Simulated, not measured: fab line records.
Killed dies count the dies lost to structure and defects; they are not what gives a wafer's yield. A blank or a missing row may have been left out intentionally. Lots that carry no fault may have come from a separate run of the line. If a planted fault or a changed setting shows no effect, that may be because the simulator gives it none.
fab line records	flow sky130
[record] lots = 15	wafers = 45	last-day = 50
route steps=708 shown METAL3@532 METAL4@635 VIA4@642
lots with no fault: from the same line, run without faults
start-h: the number of hours between the record's first day and the start of the first shown wafer of the lot	wait-h: hours since the lot's step before	" as in the row above	L1.1+2: a row that stands for several wafers	- no value present, or no start provided	* or withheld: withheld	< > ~ a bound
route shown NAME@n: names a module that has steps shown in the file, with the first one's number in the route	usual: average and standard deviation across the fault-free wafers	same: alike in all rows	chamber/n: place in a boat	sites: readings site by site	_std_site: the values' standard deviation	_edge_site: mean of outer sites minus mean of inner sites	radius-mm: for every site, how far away it sits from the centre of the wafer	mask NAME#n: copy n	behind: the last tool/chamber to shape the wafer	hold: reason for holding the lot/hours on hold/outcome of the hold	device: the transistor (n, p or np) that didn't switch	end of line: the route-end tests of the same wafers	where a step has no rows: the recipe by itself	killed: count of dies lost to structure and defects at first sort (not the wafer's yield)	map: shows each die of a wafer: x if killed, . if not, _ if none is there
set.NAME: the setting as run; set.NAME@STEP: as run at that earlier step	model.NAME: the simulator's own value behind a step, which no gauge read
a sample of lots followed through the steps of the route, with each step as a table and each wafer as a row
services: the hour from which a tool's chamber was out of use, counted from the record's first day as start-h (under 0 if before that day), plus the number of hours and why
[[steps]]
[step SKY_METAL3_SPUTTER_00]
[recipe] material = Ti	target-thk-nm = 15	power-w = 3000	time-s = 10	chamber-pressure-pa = 0.4
[usual] throttle-valve-pct = 30.5/0.87
lot.wafer	tool	chamber	start-h	wait-h	throttle-valve-pct
L557.2	pvd-sputter-03	-	839.37	0.1	31.3
L557.4	"	-	"	"	29.8
L557.5	"	-	"	"	29.7
L558.2	pvd-sputter-01	-	857.88	0.1	30.4
L558.3	"	-	"	"	30.8
L558.5	"	-	"	"	30.7
L559.3	pvd-sputter-01	-	860.32	0.1	31.9
L559.4	"	-	"	"	30.1
L559.6	"	-	"	"	31.6
L562.3	pvd-sputter-04	-	884.79	0.1	31.1
L562.4	"	-	"	"	31.2
L562.5	"	-	"	"	30.8
L563.2	pvd-sputter-01	-	895.97	0.1	30.7
L563.4	"	-	"	"	29.0
L563.6	"	-	"	"	31.9
L564.2	pvd-sputter-03	-	904.07	0.2	29.4
L564.3	"	-	"	"	29.2
L564.4	"	-	"	"	30.8
L565.2	pvd-sputter-03	-	913.58	0.2	29.6
L565.3	"	-	"	"	29.4
L565.4	"	-	"	"	29.2
L567.1	pvd-sputter-04	-	920.73	0.1	31.1
L567.3	"	-	"	"	30.5
L567.4	"	-	"	"	30.8
L566.1	pvd-sputter-01	-	923.21	0.1	29.0
L566.4	"	-	"	"	30.7
L566.5	"	-	"	"	32.0
L568.1	pvd-sputter-01	-	933.48	0.1	30.3
L568.2	"	-	"	"	29.1
L568.4	"	-	"	"	30.8
L573.1	pvd-sputter-04	-	965.62	0.1	30.5
L573.5	"	-	"	"	30.9
L573.6	"	-	"	"	31.0
L574.2	pvd-sputter-03	-	968.47	0.1	31.7
L574.4	"	-	"	"	29.3
L574.6	"	-	"	"	30.6
L575.1	pvd-sputter-01	-	980.25	0.1	29.2
L575.4	"	-	"	"	32.0
L575.5	"	-	"	"	31.6
L579.1	pvd-sputter-01	-	999.95	0.1	31.5
L579.4	"	-	"	"	28.9
L579.6	"	-	"	"	30.8
L580.2	pvd-sputter-01	-	1003.76	0.1	31.6
L580.5	"	-	"	"	29.0
L580.6	"	-	"	"	32.0
[step SKY_METAL3_DESCUM_15]
[recipe] chemistry = O2	source-power-w = 150	bias-power-w = 0	pressure-mtorr = 10	temp-c = 40	time-s = 8
[usual] drypump-motor-current-A = 5.8/0.39	oes-product-au = 0.999/0.0077
[same] bias-power-w = 0
lot.wafer	tool	chamber	start-h	wait-h	drypump-motor-current-A	oes-product-au	rf-hours-counter-h
L557.2	rie-metal-04	0	891.46	0.0	5.7	0.991	17
L557.4	"	0	"	"	5.7	0.992	-
L557.5	"	0	"	"	5.7	1.004	-
L558.2	rie-metal-02	0	910.77	0.0	5.3	0.993	-
L558.3	"	0	"	"	5.3	0.991	-
L558.5	"	0	"	"	5.3	0.995	-
L559.3	rie-metal-04	0	912.57	0.0	5.7	0.984	-
L559.4	"	1	"	"	6.4	0.994	-
L559.6	"	1	"	"	6.4	0.991	-
L562.3	rie-metal-02	0	936.12	0.0	5.3	0.995	-
L562.4	"	1	"	"	5.6	0.997	-
L562.5	"	0	"	"	5.3	0.996	-
L563.2	rie-metal-02	1	947.71	0.0	5.6	0.994	13
L563.4	"	0	"	"	5.3	0.990	-
L563.6	"	0	"	"	5.3	0.996	-
L564.2	rie-metal-01	0	955.06	0.0	5.5	1.012	2
L564.3	"	1	"	"	6.0	1.014	-
L564.4	"	0	"	"	5.5	1.000	-
L565.2	rie-metal-01	1	963.95	0.0	6.0	1.014	6
L565.3	"	1	"	"	6.0	1.005	-
L565.4	"	0	"	"	5.5	1.010	-
L567.1	rie-metal-02	1	971.56	0.0	5.6	0.998	14
L567.3	"	0	"	"	5.3	1.000	-
L567.4	"	1	"	"	5.6	1.005	-
L566.1	rie-metal-04	1	973.45	0.0	6.4	1.004	8
L566.4	"	1	"	"	6.4	0.992	-
L566.5	"	1	"	"	6.4	1.002	-
L568.1	rie-metal-02	1	982.55	0.0	5.6	0.997	15
L568.2	"	0	"	"	5.3	0.993	11
L568.4	"	0	"	"	5.3	1.004	-
L573.1	rie-metal-04	0	1013.76	0.0	5.7	1.011	4
L573.5	"	1	"	"	6.4	1.002	-
L573.6	"	0	"	"	5.7	0.998	-
L574.2	rie-metal-02	0	1016.96	0.0	5.3	0.997	13
L574.4	"	0	"	"	5.3	0.986	-
L574.6	"	1	"	"	5.6	0.994	-
L575.1	rie-metal-04	0	1028.01	0.0	5.7	0.996	5
L575.4	"	1	"	"	6.4	1.000	-
L575.5	"	1	"	"	6.4	0.996	-
L579.1	rie-metal-02	1	1046.36	0.0	5.6	0.995	18
L579.4	"	1	"	"	5.6	0.988	-
L579.6	"	0	"	"	5.3	0.998	-
L580.2	rie-metal-04	1	1049.25	0.0	6.4	0.999	13
L580.5	"	0	"	"	5.7	0.995	-
L580.6	"	1	"	"	6.4	0.983	-
[step SKY_METAL4_STRIP_19]
[recipe] chemistry = O2/N2	power-w = 1400	pressure-mtorr = 1500	platen-temp-c = withheld	o2-flow-sccm = 3000	n2-flow-sccm = 300	overash-fraction = 0.5
[usual] chamber-pressure-mTorr = 1500.3/1.3	drypump-motor-current-A = 6.1/0.46	oes-product-au = 0.505/0.0054	strip-time-to-endpoint-s = 6.59/0.058
lot.wafer	tool	chamber	start-h	wait-h	chamber-pressure-mTorr	drypump-motor-current-A	oes-product-au	rf-hours-counter-h	strip-time-to-endpoint-s
L557.2	plasma-asher-04	0	969.92	0.1	1499.2	6.4	0.498	20	6.56
L557.4	"	0	"	"	1500.8	6.4	0.498	-	6.48
L557.5	"	1	"	"	1498.7	6.5	0.508	-	6.56
L558.2	plasma-asher-01	0	989.35	0.2	1499.6	5.8	0.511	61	6.60
L558.3	"	1	"	"	1500.5	6.0	0.504	-	6.60
L558.5	"	1	"	"	1500.4	6.0	0.503	-	6.63
L559.3	plasma-asher-03	0	990.52	0.1	1500.0	6.4	0.510	-	6.58
L559.4	"	1	"	"	1502.8	5.3	0.501	-	6.56
L559.6	"	0	"	"	1501.5	6.5	0.500	-	6.63
L562.3	plasma-asher-03	1	1012.86	0.1	1500.4	5.3	0.515	-	6.61
L562.4	"	0	"	"	1498.2	6.4	0.511	-	6.58
L562.5	"	1	"	"	1500.1	5.3	0.508	-	6.60
L563.2	plasma-asher-03	0	1023.08	0.1	1499.4	6.4	0.511	123	6.68
L563.4	"	0	"	"	1499.7	6.4	0.516	-	6.68
L563.6	"	0	"	"	1499.1	6.4	0.513	-	6.62
L564.2	plasma-asher-04	0	1030.53	0.1	1501.7	6.4	0.501	24	6.54
L564.3	"	1	"	"	1497.9	6.5	0.504	-	6.65
L564.4	"	0	"	"	1501.4	6.4	0.498	-	6.62
L565.2	plasma-asher-04	0	1038.44	0.1	1502.0	6.4	0.498	25	6.50
L565.3	"	1	"	"	1498.0	6.5	0.506	-	6.57
L565.4	"	0	"	"	1502.7	6.4	0.502	-	6.54
L567.1	plasma-asher-04	0	1045.14	0.1	1500.5	6.4	0.500	26	6.54
L567.3	"	0	"	"	1499.3	6.5	0.508	-	6.57
L567.4	"	1	"	"	1499.2	6.5	0.502	-	6.54
L566.1	plasma-asher-01	1	1047.21	0.1	1501.9	5.9	0.509	68	6.60
L566.4	"	0	"	"	1500.9	5.8	0.509	-	6.64
L566.5	"	1	"	"	1500.1	5.9	0.503	-	6.52
L568.1	plasma-asher-04	0	1054.86	0.1	1500.4	6.4	0.509	27	6.68
L568.2	"	1	"	"	1499.7	6.5	0.509	27	6.74
L568.4	"	1	"	"	1499.0	6.5	0.502	-	6.69
L573.1	plasma-asher-04	0	1084.09	0.1	-	-	-	-	-
L573.5	"	0	"	"	-	-	-	-	-
L573.6	"	1	"	"	-	-	-	-	-
L574.2	plasma-asher-03	1	1086.36	0.1	-	-	-	-	-
L574.4	"	1	"	"	-	-	-	-	-
L574.6	"	0	"	"	-	-	-	-	-
L575.1	plasma-asher-03	1	1096.86	0.1	-	-	-	-	-
L575.4	"	1	"	"	-	-	-	-	-
L575.5	"	0	"	"	-	-	-	-	-
L579.1	plasma-asher-03	1	1112.99	0.1	1501.6	5.3	0.502	5	6.55
L579.4	"	1	"	"	1501.8	5.3	0.496	-	6.57
L579.6	"	0	"	"	1501.4	6.4	0.491	-	6.47
L580.2	plasma-asher-04	0	1115.21	0.1	1501.8	6.4	0.494	33	6.62
L580.5	"	1	"	"	1501.5	6.5	0.509	-	6.59
L580.6	"	0	"	"	1498.4	6.4	0.497	-	6.55
[step SKY_VIA4_BOW_MEAS_03]
[recipe] mode = bow
[usual] VIA4_BOW = 81/7.6
lot.wafer	tool	chamber	start-h	wait-h	VIA4_BOW[um]
L557.2	film-metro-03	-	971.07	0.3	87
L557.4	"	-	"	"	86
L557.5	"	-	"	"	81
L558.2	film-metro-03	-	990.51	0.2	80
L558.3	"	-	"	"	79
L558.5	"	-	"	"	73
L559.3	film-metro-01	-	991.69	0.2	76
L559.4	"	-	"	"	73
L559.6	"	-	"	"	84
L562.3	film-metro-03	-	1013.99	0.2	81
L562.4	"	-	"	"	85
L562.5	"	-	"	"	72
L563.2	film-metro-01	-	1024.60	0.2	85
L563.4	"	-	"	"	79
L563.6	"	-	"	"	83
L564.2	film-metro-02	-	1031.72	0.3	73
L564.3	"	-	"	"	84
L564.4	"	-	"	"	83
L565.2	film-metro-02	-	1039.72	0.1	89
L565.3	"	-	"	"	81
L565.4	"	-	"	"	83
L567.1	film-metro-02	-	1046.35	0.2	72
L567.3	"	-	"	"	76
L567.4	"	-	"	"	67
L566.1	film-metro-01	-	1048.42	0.2	93
L566.4	"	-	"	"	90
L566.5	"	-	"	"	95
L568.1	film-metro-02	-	1055.99	0.1	78
L568.2	"	-	"	"	92
L568.4	"	-	"	"	79
L579.1	film-metro-03	-	1114.19	0.2	74
L579.4	"	-	"	"	85
L579.6	"	-	"	"	66
L580.2	film-metro-01	-	1116.39	0.2	97
L580.5	"	-	"	"	83
L580.6	"	-	"	"	92
[[services]]
tool	chamber	start-h	hours	kind
pvd-sputter-04	-	816.75	6.7	repair
rie-metal-02	-	818.43	0.7	repair
plasma-asher-04	-	870.97	3.5	repair
rie-metal-02	1	903.83	13.9	repair
plasma-asher-04	-	920.69	20.8	repair
rie-metal-04	0	927.28	-	clean
rie-metal-04	0	927.28	16.1	scheduled-down
rie-metal-04	0	927.28	16.1	vent-cycle
pvd-sputter-01	-	930.89	0.5	repair
rie-metal-02	1	985.15	4.3	repair
plasma-asher-04	-	995.83	14.6	pm
pvd-sputter-04	-	1001.93	8.5	repair
plasma-asher-04	-	1026.18	3.5	repair
plasma-asher-01	-	1040.34	2.0	repair
pvd-sputter-04	-	1049.64	4.0	repair
plasma-asher-03	-	1055.25	9.0	pm
plasma-asher-03	0	1055.25	9.0	vent-cycle
plasma-asher-03	1	1055.25	9.0	vent-cycle
rie-metal-01	1	1059.29	1.3	repair
plasma-asher-03	0	1064.25	-	clean
plasma-asher-03	1	1064.25	-	clean
plasma-asher-03	-	1069.22	2.8	pm
pvd-sputter-01	-	1094.35	1.6	repair
rie-metal-02	-	1104.46	0.9	repair
[[key]]
[first-sign] step = SKY_METAL4_STRIP_19	reading = tool-record	direction = missing
effect none on later readings
met-at SKY_METAL4_STRIP_19
struck-lots L573,L574,L575
later-rows-left-out L573.1,L573.5,L573.6,L574.2,L574.4,L574.6,L575.1,L575.4,L575.5
sort-left-out L573.1,L573.5,L573.6,L574.2,L574.4,L574.6,L575.1,L575.4,L575.5
not-acting-at SKY_METAL3_SPUTTER_00,SKY_METAL3_DESCUM_15,SKY_VIA4_BOW_MEAS_03
onset-between 1054.86 1084.09
[fault] kind = skipped-step-whole	tool = plasma-asher-03,plasma-asher-04	chamber = -	onset-h = 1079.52	steps = SKY_METAL4_STRIP_19	scope = struck-lots-only
// sort-left-out: the simulated sort isn't trusted on such a fault, so these wafers' sort isn't shown, and their yield isn't known
// later-rows-left-out: the simulator's readings of these wafers behind a module that went badly wrong aren't trusted and aren't shown, but for the sort
